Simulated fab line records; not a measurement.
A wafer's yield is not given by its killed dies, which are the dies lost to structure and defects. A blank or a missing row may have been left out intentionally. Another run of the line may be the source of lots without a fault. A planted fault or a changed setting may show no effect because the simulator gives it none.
A struck lot beside a sound one | flow sky130 | 15 out of 708 route steps
Sound: the wafers L974.1, L974.2, L974.4. Struck: wafer L984.3. (L984.1 of the same lot was not struck and is left out.) The cause comes at the end.
Order at every step that has rows: each side's tool, ch and its chambers, its first start. Under that, the readings that differ: sound wafers | struck wafers | difference of the means | sigmas: that difference in standard deviations of wafers without a fault.
alike: a reading whose means differ by less than 2 such deviations, as well as words and numbers matching on both sides. not compared: withheld readings; readings where some wafer has no value; bounds like >300 that might hide an equal value; numbers whose values overlap and for which the record gives no deviation.
A row with sigmas, a row that says differs or no value, or rows on one side alone: a step with any of these is where the two part. Numbers that have no deviation but don't overlap get no sigmas and don't part them. A reading that every wafer of one side lacks parts them only if that side has two wafers or more.

SKY_METAL2_STRIP_20: strips in O2/N2.
  sound on plasma asher-04 ch 0,1, day 36 04:16; struck on plasma asher-01 ch 1, day 39 17:50
  alike: drypump motor current A, oes product au, strip time to endpoint s
  not compared: rf hours counter h
then, 4 steps without rows for these wafers: SKY_METAL2_STRIP_21 (strips in post etch residue remover, time 1200 s); SKY_METAL2_CLEAN_22 (cleans in IPA, time 180 s); SKY_METAL2_CLEAN_23 (cleans in O3/DIW); SKY_VIA2_HDPCVD_00 (deposits SiO2, target thk 1180 nm, time 196.7 s).
SKY_VIA2_THK_MEAS_01:
  struck on film metro-03, day 39 18:33; sound on film metro-03, day 36 05:02
  alike: VIA2_HDPCVD_THK
SKY_VIA2_CMP_02: polishes SiO2.
  sound on cmp-01 ch 0,1,2, day 36 05:05; struck on cmp-01 ch 2, day 39 18:37
  alike: motor current A, slurry filter dp kPa
SKY_VIA2_BOW_MEAS_03:
  struck on film metro-01, day 39 18:55; sound on film metro-01, day 36 05:23
  alike: VIA2_BOW
then, 4 steps without rows for these wafers: SKY_VIA2_DEHYDRATE_04 (time 60 s); SKY_VIA2_HMDS_05 (prime time 60 s); SKY_VIA2_COAT_06 (resist thk 60 nm); SKY_VIA2_COAT_07 (resist thk 450 nm).
SKY_VIA2_SOFTBAKE_08: time 90 s.
  sound on litho track-04 ch 0, day 36 18:00; struck on litho track-02 ch 0, day 40 07:00
  reading          | sound                | struck | difference | sigmas
  run length s (s) | 118.97 118.97 118.99 | 124.74 | +5.76      | +48
  alike: heater power total W
then, 1 step without rows for these wafers: SKY_VIA2_EXPOSE_09 (exposes mask VIM2, target cd 200 nm).
-- the record jumps here: 9 days lie between the struck wafers' starts before and after (it left off in module VIA2 and takes up again in module PAD_OPEN, whose first step shown is number 708 of the route) --
SKY_PAD_OPEN_PROBE_99:
  struck on prober-01, day 49 06:47; sound on prober-02, day 46 12:33
  alike: defect limited yield, killed_at_M0_to_M3, killed_at_M4_up, killed at contacts, killed at front end, killed at other, killed dies, killed open, killed short, sort_bin_3_pad_short, sort_bin_5_function, sort_bin_6_memory, sort n pass, sort yield pct

== WHERE THEY PART ==
Only at SKY_VIA2_SOFTBAKE_08, within this record. Later steps at which nothing parts them and some readings are alike: SKY_PAD_OPEN_PROBE_99.

WHY: whatever the simulator had introduced
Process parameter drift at SKY_VIA2_SOFTBAKE_08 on litho track-02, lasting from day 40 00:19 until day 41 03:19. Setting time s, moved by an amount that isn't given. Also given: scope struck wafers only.
